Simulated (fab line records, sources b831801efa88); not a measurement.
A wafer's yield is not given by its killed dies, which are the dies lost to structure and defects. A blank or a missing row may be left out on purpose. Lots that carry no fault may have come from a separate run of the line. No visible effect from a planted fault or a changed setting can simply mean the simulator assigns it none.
Which tool did it? -- flow sky130 -- Sampling: 10 lots, 30 wafers, 4 of 708 route steps

## WHAT THE GAUGES READ, wafer by wafer
SKY_METAL4_CD_MEAS_13: target cd 300 nm. Usual: 300.1 nm for cdNm, sd 1.3.
lot,measured,on,cdNm (nm),flag
L515,day 41 20:16,cdSem-01,299.3 299.3 300.2,
L518,day 42 22:53,cdSem-01,298.4 299.9 298.7,
L522,day 44 01:23,cdSem-01,297.5 297.6 299.5,
L528,day 45 14:41,cdSem-01,299.4 300.2 300.0,
L529,day 45 22:46,cdSem-02,298.3 298.5 296.6,
L532,day 46 14:56,cdSem-01,301.4 301.0 300.8,
L534,day 46 21:53,cdSem-01,302.7 301.6 300.9,
L535,day 47 03:31,cdSem-01,299.6 298.6 300.2,
L536,day 47 08:58,cdSem-01,300.0 302.3 301.0,
L537,day 47 12:34,cdSem-01,300.4 299.9 299.4,

SKY_VIA4_RS_MEAS_19: measurement is done with a four-point probe. Usual: VIA4_W_RS gives 0.2313 ohm/sq (standard deviation 0.0025).
lot,measured,on,VIA4_W_RS (ohm/sq),flag
L515,day 42 22:16,filmMetro-03,0.2316 0.2298 0.2313,
L518,day 44 00:28,filmMetro-04,0.2356 0.2316 0.2343,
L522,day 45 02:30,filmMetro-04,0.2299 0.2310 0.2298,
L528,day 46 14:13,filmMetro-03,0.2356 0.2330 0.2339,
L529,day 46 22:04,filmMetro-01,0.1890 0.2276 0.1887 0.1895 0.2280 0.1888,OFF
L532,day 47 13:47,filmMetro-04,0.2318 0.1899 0.2301 0.2321 0.1903 0.2296,OFF
L534,day 47 20:31,filmMetro-03,0.2319 0.2318 0.2334,
L535,day 48 01:53,filmMetro-03,0.2288 0.2301 0.2300,
L536,day 48 07:11,filmMetro-01,0.2331 0.2299 0.2283,
L537,day 48 10:13,filmMetro-01,0.2371 0.2327 0.2284,

SKY_VIA4_THK_MEAS_20: measures by xrf. Usual: VIA4_W_THK gives 514 nm (standard deviation 6.4).
lot,measured,on,VIA4_W_THK (nm),flag
L515,day 42 22:23,filmMetro-03,520 523 518,
L518,day 44 00:33,filmMetro-04,502 511 505,
L522,day 45 02:37,filmMetro-04,509 507 511,
L528,day 46 14:19,filmMetro-03,503 513 508,
L529,day 47 02:54,filmMetro-01,635 525 640 639 525 634,OFF
L532,day 47 15:28,filmMetro-04,508 631 518 512 627 518,OFF
L534,day 47 20:38,filmMetro-03,518 515 512,
L535,day 48 02:00,filmMetro-03,522 516 516,
L536,day 48 07:18,filmMetro-01,515 522 526,
L537,day 48 10:19,filmMetro-01,505 514 522,

## TOOL THAT RAN EACH LOT (tool first, then ch and the chambers of the sampled wafers, then the start)
lot,SKY_VIA4_CVD_18
L515,"cvdW-01 ch 0,1, day 42 22:07"
L518,"cvdW-02 ch 0,1, day 44 00:17"
L522,"cvdW-01 ch 0,1, day 45 02:20"
L528,"cvdW-01 ch 0,1, day 46 14:02"
L529,"cvdW-01 ch 0,1, day 46 21:55"
L532,"cvdW-01 ch 0,1, day 47 13:37"
L534,"cvdW-02 ch 0,1, day 47 20:21"
L535,"cvdW-02 ch 0,1, day 48 01:44"
L536,"cvdW-02 ch 0,1, day 48 07:01"
L537,"cvdW-02 ch 0,1, day 48 10:04"
- SKY_VIA4_CVD_18: deposits W, target thk 505 nm, time 152.14 s.

## WHAT THE TOOLS THEMSELVES READ (means of the sampled wafers that have a number; where no wafer has one, the mark that the record gives instead)
SKY_VIA4_CVD_18. Usual: heaterPowerW 899 W, standard deviation 57; susceptorTempC 400.05 C, standard deviation 0.24.
lot,tool,heaterPowerW (W),susceptorTempC (C),flag
L515,cvdW-01,841,400.21,
L518,cvdW-02,937,400.02,
L522,cvdW-01,843,400.06,
L528,cvdW-01,847,400.00,
L529,cvdW-01,876,407.28,OFF
L532,cvdW-01,869,403.62,OFF
L534,cvdW-02,912,399.69,
L535,cvdW-02,950,400.46,
L536,cvdW-02,941,399.83,
L537,cvdW-02,962,399.88,

## THE ANSWER, worked out from the rows above alone
Rule: a lot counts as off when the mean over its wafers that have a number is more than 3 standard deviations away from the usual mean. A lot without any number at a reading at which 4 lots or more have one is off too. Where the step has rows for the other lots, those lots are counted as sound. First the gauges in route order, then the tools' own readings, where a lot's mean is used as printed above. At the first step where some lot is off, the reading lying furthest off is the one used; lots without a number count as furthest.
Off: L529, L532, at SKY_VIA4_RS_MEAS_19 (VIA4_W_RS).
If a tool, at a process step before that reading, ran all the lots that are off and no sound lot after the first of them, it fits. Not tried: the gauges at SKY_VIA4_RS_MEAS_19; whatever is off there is also off at SKY_VIA4_CVD_18, on other tools, and gauge error can't account for it. One fits: cvdW-01 at SKY_VIA4_CVD_18. A fault onset in the window from L528 (day 46 14:02, its last sound lot) to L529 (day 46 21:55, its first lot off) fits.
On the lots that are off, the tool's own readings at SKY_VIA4_CVD_18 differ by more than 5 times the standard deviation of the sound lots' means, which bears it out; susceptorTempC reads 405.45 C there versus 400.02 C on the sound lots.

## WHAT THE SIMULATOR HAD INSERTED
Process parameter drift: cvdW-01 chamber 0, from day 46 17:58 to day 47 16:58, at SKY_VIA4_CVD_18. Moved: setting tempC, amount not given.
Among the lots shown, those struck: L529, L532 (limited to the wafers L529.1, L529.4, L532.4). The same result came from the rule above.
